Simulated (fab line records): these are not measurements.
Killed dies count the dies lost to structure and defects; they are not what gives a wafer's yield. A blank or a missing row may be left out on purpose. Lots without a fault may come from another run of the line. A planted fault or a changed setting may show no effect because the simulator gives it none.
What tool caused it? + flow sky130 + 13 lots with 39 wafers sampled at 2 steps, on a route of 708 steps

WHAT THE GAUGES READ, wafer by wafer
SKY_LDD_P_CD_MEAS_07 targets a cd of 380 nm.
| lot  | measured     | on        | cd nm (nm)        |
|------|--------------|-----------|-------------------|
| L866 | day 18 13:25 | cd sem-01 | 381.0 381.5 377.6 |
| L868 | day 18 22:10 | cd sem-01 | 381.1 382.0 380.3 |
| L870 | day 20 01:10 | cd sem-02 | 378.5 379.4 382.8 |
| L871 | day 20 09:07 | cd sem-02 | 382.6 380.3 381.3 |
| L872 | day 20 15:43 | cd sem-01 | 381.4 380.5 380.5 |
| L873 | day 21 05:17 | cd sem-01 | 377.9 376.5 379.3 |
| L876 | day 22 06:20 | cd sem-02 | 380.4 377.9 378.8 |
| L877 | day 22 10:27 | cd sem-01 | 377.9 376.8 378.4 |
| L880 | day 23 10:04 | cd sem-02 | 387.4 381.0 382.7 |
| L881 | day 23 20:49 | cd sem-01 | 377.4 376.8 392.7 |
| L886 | day 25 23:29 | cd sem-01 | 380.6 380.8 380.4 |
| L887 | day 26 12:13 | cd sem-01 | 379.2 378.6 377.5 |
| L888 | day 26 13:12 | cd sem-01 | 382.7 382.8 383.2 |

WHAT TOOL EACH LOT RAN ON (gives the tool, then ch and the chambers of the sampled wafers, and finally the start)
| lot  | SKY_LDD_P_DEVELOP_06              |
|------|-----------------------------------|
| L866 | litho track-02 ch 0, day 18 13:16 |
| L868 | litho track-02 ch 0, day 18 22:01 |
| L870 | litho track-02 ch 0, day 20 01:01 |
| L871 | litho track-02 ch 0, day 20 08:58 |
| L872 | litho track-02 ch 0, day 20 15:34 |
| L873 | litho track-03 ch 0, day 21 05:08 |
| L876 | litho track-03 ch 0, day 22 06:11 |
| L877 | litho track-01 ch 0, day 22 10:18 |
| L880 | litho track-03 ch 0, day 23 09:55 |
| L881 | litho track-02 ch 0, day 23 20:40 |
| L886 | litho track-03 ch 0, day 25 23:20 |
| L887 | litho track-03 ch 0, day 26 12:04 |
| L888 | litho track-01 ch 0, day 26 13:03 |
- SKY_LDD_P_DEVELOP_06: develop time 60 s.

AS READ BY THE TOOLS THEMSELVES (means over the sampled wafers that have a number; for cases with no such wafer, the mark the record gives instead)
The record holds no such reading with a usual standard deviation.

THE ANSWER, worked out from the rows above alone
Rule: the usual values come from the lots themselves. The widest of any qualifying gaps counts: lots, ordered by their means at a reading, are off when they make up no more than a third of the lots, leave a main group of 4 or more, and stand apart from it by 3 or more times the standard deviation of that group's means. A main group whose means are all the same, to the digits that the tables above print for the reading, isn't used. Also off: a lot with no number at a reading for which 4 or more lots have one. All remaining lots with rows at the step are treated as sound. After the gauges, taken in route order, come the tools' own readings; for these a lot's mean is taken, as printed above. At the first step where some lot is off, the reading lying furthest off is the one used; lots without a number count as furthest.
Nothing can be told from this: no lot is off at any reading shown.

WHAT THE SIMULATOR HAD PUT IN
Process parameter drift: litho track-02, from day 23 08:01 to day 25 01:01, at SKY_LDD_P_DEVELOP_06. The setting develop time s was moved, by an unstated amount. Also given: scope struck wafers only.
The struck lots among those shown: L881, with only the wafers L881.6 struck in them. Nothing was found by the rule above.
